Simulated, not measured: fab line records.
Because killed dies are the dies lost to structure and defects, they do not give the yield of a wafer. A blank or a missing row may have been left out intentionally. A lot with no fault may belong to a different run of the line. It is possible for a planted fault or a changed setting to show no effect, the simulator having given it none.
fab line records | flow sky130
[record] lots = 11 | wafers = 33 | last-day = 50
route steps=708 shown GATE_OXIDE@200 SD_N@351 LI_CONTACT@374 CONTACT@411
lots that met no fault: from a run of the same line without faults
start-h: hours from the record's opening day to when the first of the lot's shown wafers began | wait-h: how many hours have passed since the lot's step before this one | " unchanged from the row above | L1.1+2: a single row standing in for several wafers | - no value present, or no start provided | * or withheld: withheld | < > ~ a bound
route shown NAME@n: NAME is a module with steps in the file, n the number in the route of the first one | usual: the fault-free wafers' mean and standard deviation | same: alike in all rows | chamber/n: place in a boat | sites: the reading at each site | _std_site: the values' standard deviation | _edge_site: inner sites' mean taken away from outer sites' mean | radius-mm: for every site, how far away it sits from the centre of the wafer | mask NAME#n: copy n | behind: the most recent tool/chamber to have shaped the wafer | hold: why the lot went on hold/how many hours it stayed there/how the hold came to an end | device: the n, p or np transistor that did not switch | end of line: tests run on the same wafers once the route is complete | a step with no rows: only its recipe | killed: at the first sort, the dies lost to defects and structure; wafer yield is something else | map: dies across one wafer; x = killed, . = not, _ = none there
set.NAME: the setting as run; set.NAME@STEP: as run at that earlier step | model.NAME: the simulator's own value behind a step, which no gauge read
a sample of lots followed through the steps of the route, with each step as a table and each wafer as a row
services: when a tool's chamber went out of use (start-h, in hours from the record's first day, below 0 if earlier), for how many hours, and the reason
[[steps]]
[step SKY_GATE_OXIDE_STRIP_13]
[recipe] chemistry = O2/N2 | power-w = 1400 | pressure-mtorr = 1500 | platen-temp-c = withheld | o2-flow-sccm = 3000 | n2-flow-sccm = 300 | overash-fraction = 0.5
[usual] drypump-motor-current-A = 5.6/0.41 | oes-product-au = 0.715/0.0043 | strip-time-to-endpoint-s = 14.20/0.037
lot.wafer | tool            | chamber | start-h | wait-h | drypump-motor-current-A | oes-product-au | rf-hours-counter-h | strip-time-to-endpoint-s
L632.1    | plasma-asher-03 | 0       | 312.57  | 0.0    | 5.2                     | 0.717          | 61                 | 14.26
L632.2    | "               | 1       | "       | "      | 6.3                     | 0.716          | 61                 | 14.25
L632.4    | "               | 0       | "       | "      | 5.2                     | 0.714          | -                  | 14.26
L634.1    | plasma-asher-03 | 0       | 325.55  | 0.0    | 5.2                     | 0.713          | 62                 | 14.22
L634.2    | "               | 1       | "       | "      | 6.2                     | 0.720          | 62                 | 14.20
L634.6    | "               | 1       | "       | "      | 6.2                     | 0.720          | -                  | 14.23
L635.1    | plasma-asher-04 | 0       | 327.54  | 0.0    | 5.8                     | 0.715          | 60                 | 14.22
L635.3    | "               | 1       | "       | "      | 5.2                     | 0.703          | -                  | 14.18
L635.6    | "               | 1       | "       | "      | 5.2                     | 0.715          | -                  | 14.24
L641.1    | plasma-asher-04 | 0       | 417.93  | 0.0    | 5.8                     | 0.714          | 68                 | 14.21
L641.2    | "               | 1       | "       | "      | 5.2                     | 0.722          | 68                 | 14.18
L641.4    | "               | 0       | "       | "      | 5.8                     | 0.711          | -                  | 14.21
L644.1    | plasma-asher-04 | 1       | 439.41  | 0.0    | 5.2                     | 0.707          | 71                 | 14.18
L644.3    | "               | 0       | "       | "      | 5.8                     | 0.710          | -                  | 14.24
L644.5    | "               | 0       | "       | "      | 5.8                     | 0.716          | -                  | 14.20
L645.2    | plasma-asher-04 | 0       | 449.91  | 0.0    | 5.8                     | 0.719          | 72                 | 14.28
L645.5    | "               | 1       | "       | "      | 5.2                     | 0.716          | -                  | 14.26
L645.6    | "               | 0       | "       | "      | 5.8                     | 0.720          | -                  | 14.26
L647.1    | plasma-asher-02 | 0       | 461.57  | 0.0    | 6.1                     | 0.714          | 64                 | 14.18
L647.2    | "               | 1       | "       | "      | 5.2                     | 0.712          | 64                 | 14.15
L647.4    | "               | 1       | "       | "      | 5.2                     | 0.720          | -                  | 14.22
L649.2    | plasma-asher-03 | 1       | 476.81  | 0.0    | 6.2                     | 0.710          | 4                  | 14.17
L649.3    | "               | 0       | "       | "      | 5.3                     | 0.714          | -                  | 14.18
L649.5    | "               | 1       | "       | "      | 6.2                     | 0.711          | -                  | 14.14
L651.3    | plasma-asher-04 | 0       | 484.21  | 0.0    | 5.8                     | 0.712          | -                  | 14.19
L651.4    | "               | 1       | "       | "      | 5.2                     | 0.713          | -                  | 14.20
L651.6    | "               | 1       | "       | "      | 5.2                     | 0.715          | -                  | 14.22
L653.2    | plasma-asher-04 | 1       | 496.52  | 0.0    | 5.2                     | 0.712          | 76                 | 14.21
L653.3    | "               | 0       | "       | "      | 5.8                     | 0.723          | -                  | 14.13
L653.5    | "               | 0       | "       | "      | 5.8                     | 0.719          | -                  | 14.18
L655.1    | plasma-asher-04 | 1       | 503.47  | 0.0    | 5.2                     | 0.726          | 77                 | 14.26
L655.4    | "               | 0       | "       | "      | 5.7                     | 0.722          | -                  | 14.24
L655.5    | "               | 1       | "       | "      | 5.2                     | 0.711          | -                  | 14.27
[step SKY_SD_N_IMPLANT_09]
[recipe] species = As | energy-kev = 50 | dose-cm2 = 4e+15 | tilt-deg = 0
lot.wafer  | tool         | chamber | start-h | wait-h
L632.1+2+4 | implanter-02 | 0       | 657.96  | 0.0
L634.1+2+6 | implanter-04 | 0       | 666.24  | 0.0
L635.1+3+6 | implanter-03 | 0       | 668.11  | 0.0
L641.1+2+4 | implanter-02 | 0       | 753.14  | 0.0
L644.1+3+5 | implanter-02 | 0       | 769.69  | 0.0
L644.1+3+5 | implanter-02 | 0       | 770.00  | 0.3
L645.2+5+6 | implanter-04 | 0       | 780.74  | 0.0
L645.2+5+6 | implanter-04 | 0       | 781.06  | 0.3
L647.1+2+4 | implanter-04 | 0       | 793.04  | 0.0
L649.2+3+5 | implanter-03 | 0       | 801.84  | 0.0
L651.3+4+6 | implanter-04 | 0       | 813.06  | 0.1
L653.2+3+5 | implanter-02 | 0       | 820.31  | 0.0
L655.1+4+5 | implanter-02 | 0       | 829.01  | 0.0
[step SKY_SD_N_STRIP_11]
[recipe] chemistry = O2/N2 | power-w = 1400 | pressure-mtorr = 1500 | platen-temp-c = withheld | o2-flow-sccm = 2896 | n2-flow-sccm = 300 | overash-fraction = 0.5
[usual] drypump-motor-current-A = 5.5/0.39 | oes-product-au = 0.527/0.005 | strip-time-to-endpoint-s = 22.60/0.039
lot.wafer | tool            | chamber | start-h | wait-h | drypump-motor-current-A | oes-product-au | rf-hours-counter-h | strip-time-to-endpoint-s
L632.1    | plasma-asher-01 | 1       | 658.26  | 0.1    | 5.7                     | 0.522          | 56                 | 22.66
L632.2    | "               | 0       | "       | "      | 5.0                     | 0.534          | 56                 | 22.64
L632.4    | "               | 1       | "       | "      | 5.7                     | 0.523          | -                  | 22.62
L634.1    | plasma-asher-04 | 0       | 666.54  | 0.1    | 5.8                     | 0.527          | 93                 | 22.56
L634.2    | "               | 1       | "       | "      | 5.2                     | 0.521          | 93                 | 22.59
L634.6    | "               | 0       | "       | "      | 5.8                     | 0.526          | -                  | 22.61
L635.1    | plasma-asher-02 | 1       | 668.41  | 0.1    | 5.2                     | 0.522          | 84                 | 22.55
L635.3    | "               | 1       | "       | "      | 5.2                     | 0.521          | -                  | 22.59
L635.6    | "               | 1       | "       | "      | 5.2                     | 0.534          | -                  | 22.57
L641.1    | plasma-asher-04 | 1       | 753.44  | 0.1    | 5.2                     | 0.528          | 1                  | 22.57
L641.2    | "               | 0       | "       | "      | 5.8                     | 0.533          | 1                  | 22.61
L641.4    | "               | 1       | "       | "      | 5.2                     | 0.530          | -                  | 22.59
L644.1    | plasma-asher-04 | 1       | 770.42  | 0.2    | 5.2                     | 0.509          | 3                  | 23.82
L644.3    | "               | 1       | "       | "      | 5.2                     | 0.512          | -                  | 23.86
L644.5    | "               | 1       | "       | "      | 5.2                     | 0.515          | -                  | 23.87
L645.2    | plasma-asher-02 | 1       | 781.33  | 0.1    | 5.2                     | 0.508          | 94                 | 23.81
L645.5    | "               | 1       | "       | "      | 5.2                     | 0.520          | -                  | 23.86
L645.6    | "               | 0       | "       | "      | 6.1                     | 0.520          | -                  | 23.84
L647.1    | plasma-asher-01 | 0       | 793.34  | 0.1    | 4.9                     | 0.528          | 70                 | 22.58
L647.2    | "               | 1       | "       | "      | 5.7                     | 0.527          | 70                 | 22.53
L647.4    | "               | 1       | "       | "      | 5.7                     | 0.523          | -                  | 22.60
L649.2    | plasma-asher-01 | 1       | 802.11  | 0.1    | 5.7                     | 0.528          | 71                 | 22.60
L649.3    | "               | 1       | "       | "      | 5.7                     | 0.527          | -                  | 22.58
L649.5    | "               | 0       | "       | "      | 4.9                     | 0.531          | -                  | 22.56
L651.3    | plasma-asher-01 | 1       | 813.35  | 0.1    | 5.7                     | 0.534          | -                  | 22.58
L651.4    | "               | 0       | "       | "      | 5.0                     | 0.528          | -                  | 22.55
L651.6    | "               | 0       | "       | "      | 5.0                     | 0.527          | -                  | 22.57
L653.2    | plasma-asher-04 | 1       | 820.59  | 0.1    | 5.2                     | 0.524          | 8                  | 22.58
L653.3    | "               | 0       | "       | "      | 5.7                     | 0.519          | -                  | 22.68
L653.5    | "               | 0       | "       | "      | 5.7                     | 0.527          | -                  | 22.63
L655.1    | plasma-asher-02 | 1       | 829.31  | 0.1    | 5.2                     | 0.533          | 99                 | 22.64
L655.4    | "               | 1       | "       | "      | 5.2                     | 0.532          | -                  | 22.60
L655.5    | "               | 0       | "       | "      | 6.1                     | 0.532          | -                  | 22.61
[step SKY_SD_N_TW_MEAS_12]
[usual] SD_N_TW = 3973/21
lot.wafer | tool          | chamber | start-h | wait-h | SD_N_TW
L632.1    | film-metro-02 | -       | 658.36  | 0.1    | 4001
L632.2    | "             | -       | "       | "      | 3972
L632.4    | "             | -       | "       | "      | 3961
L634.1    | film-metro-03 | -       | 666.64  | 0.1    | 3975
L634.2    | "             | -       | "       | "      | 3995
L634.6    | "             | -       | "       | "      | 3980
L635.1    | film-metro-02 | -       | 668.51  | 0.1    | 3957
L635.3    | "             | -       | "       | "      | 3974
L635.6    | "             | -       | "       | "      | 3973
L641.1    | film-metro-01 | -       | 753.54  | 0.1    | 3971
L641.2    | "             | -       | "       | "      | 3998
L641.4    | "             | -       | "       | "      | 3968
L644.1    | film-metro-03 | -       | 770.55  | 0.1    | 4037
L644.3    | "             | -       | "       | "      | 4047
L644.5    | "             | -       | "       | "      | 4064
L645.2    | film-metro-02 | -       | 781.44  | 0.1    | 4087
L645.5    | "             | -       | "       | "      | 4081
L645.6    | "             | -       | "       | "      | 4086
L647.1    | film-metro-01 | -       | 793.44  | 0.1    | 3968
L647.2    | "             | -       | "       | "      | 3982
L647.4    | "             | -       | "       | "      | 3986
L649.2    | film-metro-01 | -       | 802.22  | 0.1    | 3974
L649.3    | "             | -       | "       | "      | 3971
L649.5    | "             | -       | "       | "      | 3978
L651.3    | film-metro-03 | -       | 813.43  | 0.1    | 3956
L651.4    | "             | -       | "       | "      | 3956
L651.6    | "             | -       | "       | "      | 3959
L653.2    | film-metro-01 | -       | 820.70  | 0.1    | 3996
L653.3    | "             | -       | "       | "      | 3998
L653.5    | "             | -       | "       | "      | 3999
L655.1    | film-metro-03 | -       | 829.41  | 0.1    | 3960
L655.4    | "             | -       | "       | "      | 3968
L655.5    | "             | -       | "       | "      | 3965
[step SKY_SD_N_RS_MEAS_16]
[recipe] thk-meas-gauge = four-point-probe
[usual] SD_N_RS = 68.55/0.11
lot.wafer | tool          | chamber | start-h | wait-h | SD_N_RS[ohm/sq]
L632.1    | film-metro-03 | -       | 658.65  | 0.1    | 68.48
L632.2    | "             | -       | "       | "      | 68.66
L632.4    | "             | -       | "       | "      | 68.59
L634.1    | film-metro-02 | -       | 666.92  | 0.1    | 68.64
L634.2    | "             | -       | "       | "      | 68.42
L634.6    | "             | -       | "       | "      | 68.44
L635.1    | film-metro-03 | -       | 668.80  | 0.1    | 68.47
L635.3    | "             | -       | "       | "      | 68.52
L635.6    | "             | -       | "       | "      | 68.62
L641.1    | film-metro-01 | -       | 753.82  | 0.1    | 68.63
L641.2    | "             | -       | "       | "      | 68.56
L641.4    | "             | -       | "       | "      | 68.67
L644.1    | film-metro-02 | -       | 770.84  | 0.1    | 63.52
L644.3    | "             | -       | "       | "      | 63.58
L644.5    | "             | -       | "       | "      | 63.52
L645.2    | film-metro-03 | -       | 781.73  | 0.1    | 63.71
L645.5    | "             | -       | "       | "      | 63.78
L645.6    | "             | -       | "       | "      | 63.73
L647.1    | film-metro-02 | -       | 793.72  | 0.1    | 68.48
L647.2    | "             | -       | "       | "      | 68.33
L647.4    | "             | -       | "       | "      | 68.36
L649.2    | film-metro-03 | -       | 802.52  | 0.1    | 68.64
L649.3    | "             | -       | "       | "      | 68.54
L649.5    | "             | -       | "       | "      | 68.68
L651.3    | film-metro-02 | -       | 813.74  | 0.1    | 68.58
L651.4    | "             | -       | "       | "      | 68.74
L651.6    | "             | -       | "       | "      | 68.52
L653.2    | film-metro-03 | -       | 820.99  | 0.1    | 68.73
L653.3    | "             | -       | "       | "      | 68.68
L653.5    | "             | -       | "       | "      | 68.59
L655.1    | film-metro-02 | -       | 829.70  | 0.1    | 68.60
L655.4    | "             | -       | "       | "      | 68.53
L655.5    | "             | -       | "       | "      | 68.41
[step SKY_LI_CONTACT_CD_MEAS_12]
[recipe] target-cd-nm = 170
[usual] cd-nm = 170.2/1.4
lot.wafer | tool      | chamber | start-h | wait-h | cd-nm
L632.1    | cd-sem-02 | -       | 688.03  | -      | 169.1
L632.2    | "         | -       | "       | "      | 170.0
L632.4    | "         | -       | "       | "      | 169.4
L634.1    | cd-sem-01 | -       | 696.29  | -      | 169.7
L634.2    | "         | -       | "       | "      | 170.2
L634.6    | "         | -       | "       | "      | 169.9
L635.1    | cd-sem-01 | -       | 697.77  | -      | 168.0
L635.3    | "         | -       | "       | "      | 168.7
L635.6    | "         | -       | "       | "      | 168.7
L641.1    | cd-sem-02 | -       | 781.79  | -      | 167.2
L641.2    | "         | -       | "       | "      | 169.1
L641.4    | "         | -       | "       | "      | 169.2
L644.1    | cd-sem-02 | -       | 798.09  | -      | 171.6
L644.3    | "         | -       | "       | "      | 171.7
L644.5    | "         | -       | "       | "      | 171.0
L645.2    | cd-sem-02 | -       | 808.75  | -      | 169.2
L645.5    | "         | -       | "       | "      | 171.1
L645.6    | "         | -       | "       | "      | 170.4
L647.1    | cd-sem-01 | -       | 821.43  | -      | 172.0
L647.2    | "         | -       | "       | "      | 171.2
L647.4    | "         | -       | "       | "      | 170.7
L649.2    | cd-sem-02 | -       | 829.84  | -      | 168.0
L649.3    | "         | -       | "       | "      | 169.7
L649.5    | "         | -       | "       | "      | 168.7
L651.3    | cd-sem-02 | -       | 841.42  | -      | 169.9
L651.4    | "         | -       | "       | "      | 170.6
L651.6    | "         | -       | "       | "      | 172.0
L653.2    | cd-sem-01 | -       | 848.06  | -      | 171.4
L653.3    | "         | -       | "       | "      | 172.4
L653.5    | "         | -       | "       | "      | 172.3
L655.1    | cd-sem-01 | -       | 857.08  | -      | 169.7
L655.4    | "         | -       | "       | "      | 168.2
L655.5    | "         | -       | "       | "      | 169.5
[step SKY_CONTACT_BOW_MEAS_05]
[recipe] mode = bow
[usual] CONTACT_BOW = 82/6.7
lot.wafer | tool          | chamber | start-h | wait-h | CONTACT_BOW[um]
L632.1    | film-metro-04 | -       | 719.63  | 0.2    | 77
L632.2    | "             | -       | "       | "      | 90
L632.4    | "             | -       | "       | "      | 78
L634.1    | film-metro-01 | -       | 727.50  | 0.1    | 76
L634.2    | "             | -       | "       | "      | 74
L634.6    | "             | -       | "       | "      | 81
L635.1    | film-metro-03 | -       | 728.46  | 0.2    | 73
L635.3    | "             | -       | "       | "      | 75
L635.6    | "             | -       | "       | "      | 91
L641.1    | film-metro-04 | -       | 811.18  | 0.2    | 74
L641.2    | "             | -       | "       | "      | 77
L641.4    | "             | -       | "       | "      | 68
L644.1    | film-metro-04 | -       | 827.34  | 0.2    | 88
L644.3    | "             | -       | "       | "      | 76
L644.5    | "             | -       | "       | "      | 78
L645.2    | film-metro-03 | -       | 837.92  | 0.2    | 86
L645.5    | "             | -       | "       | "      | 83
L645.6    | "             | -       | "       | "      | 77
L647.1    | film-metro-04 | -       | 850.97  | 0.2    | 74
L647.2    | "             | -       | "       | "      | 86
L647.4    | "             | -       | "       | "      | 75
L649.2    | film-metro-04 | -       | 859.01  | 0.2    | 94
L649.3    | "             | -       | "       | "      | 70
L649.5    | "             | -       | "       | "      | 84
L651.3    | film-metro-01 | -       | 871.34  | 0.2    | 85
L651.4    | "             | -       | "       | "      | 86
L651.6    | "             | -       | "       | "      | 85
L653.2    | film-metro-04 | -       | 877.52  | 0.2    | 81
L653.3    | "             | -       | "       | "      | 70
L653.5    | "             | -       | "       | "      | 82
L655.1    | film-metro-01 | -       | 887.04  | 0.1    | 87
L655.4    | "             | -       | "       | "      | 83
L655.5    | "             | -       | "       | "      | 84
[[services]]
tool            | chamber | start-h | hours | kind
implanter-02    | -       | 295.84  | 3.7   | repair
plasma-asher-04 | -       | 317.80  | 1.2   | repair
plasma-asher-02 | -       | 350.41  | 5.3   | pm
implanter-02    | -       | 374.15  | 1.2   | repair
plasma-asher-04 | -       | 388.83  | 1.4   | repair
implanter-04    | -       | 434.04  | 3.7   | pm
implanter-04    | -       | 456.11  | 6.0   | pm
implanter-02    | -       | 518.53  | 4.0   | pm
plasma-asher-04 | -       | 551.10  | 4.7   | repair
implanter-04    | -       | 551.69  | 4.7   | pm
plasma-asher-04 | -       | 560.49  | 1.9   | repair
implanter-02    | -       | 561.56  | 4.1   | repair
implanter-02    | -       | 623.38  | 2.7   | repair
implanter-02    | -       | 647.60  | 0.6   | repair
implanter-02    | -       | 694.01  | 4.9   | pm
plasma-asher-01 | -       | 714.81  | 2.8   | pm
implanter-04    | -       | 723.04  | 1.7   | repair
plasma-asher-02 | -       | 730.23  | 6.6   | repair
implanter-04    | -       | 731.54  | 8.8   | pm
plasma-asher-04 | -       | 733.77  | 9.0   | pm
plasma-asher-04 | -       | 751.52  | 1.1   | repair
plasma-asher-01 | -       | 784.75  | 0.7   | repair
plasma-asher-04 | -       | 791.93  | 2.8   | repair
plasma-asher-02 | -       | 810.22  | 2.3   | repair
[[key]]
[first-sign] step = SKY_SD_N_IMPLANT_09 | reading = visit | direction = added
[effect] step = SKY_SD_N_STRIP_11 | reading = strip-time-to-endpoint-s | direction = up | sigmas = 32 | usual = * | struck = *
[effect] step = SKY_SD_N_TW_MEAS_12 | reading = SD_N_TW | direction = up | sigmas = 4.4 | usual = 3973 | struck = 4067
[effect] step = SKY_SD_N_RS_MEAS_16 | reading = SD_N_RS | direction = down | sigmas = 46 | usual = 68.55 | struck = 63.64
met-at SKY_SD_N_IMPLANT_09
struck-lots L644,L645
tester-left-out L644,L645
not-acting-at SKY_GATE_OXIDE_STRIP_13,SKY_LI_CONTACT_CD_MEAS_12,SKY_CONTACT_BOW_MEAS_05
[fault] kind = repeated-step-whole | tool = implanter-02,implanter-03,implanter-04 | chamber = - | onset-h = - | steps = SKY_SD_N_IMPLANT_09 | times = 1 | scope = struck-lots-only
// tester-left-out: of these lots the tester's yield and bins aren't shown, on N5 and GAA mostly nor the transistor test; their killed dies are dies lost to structure and defects alone, not to doping, threshold or leakage, so they don't give the yield
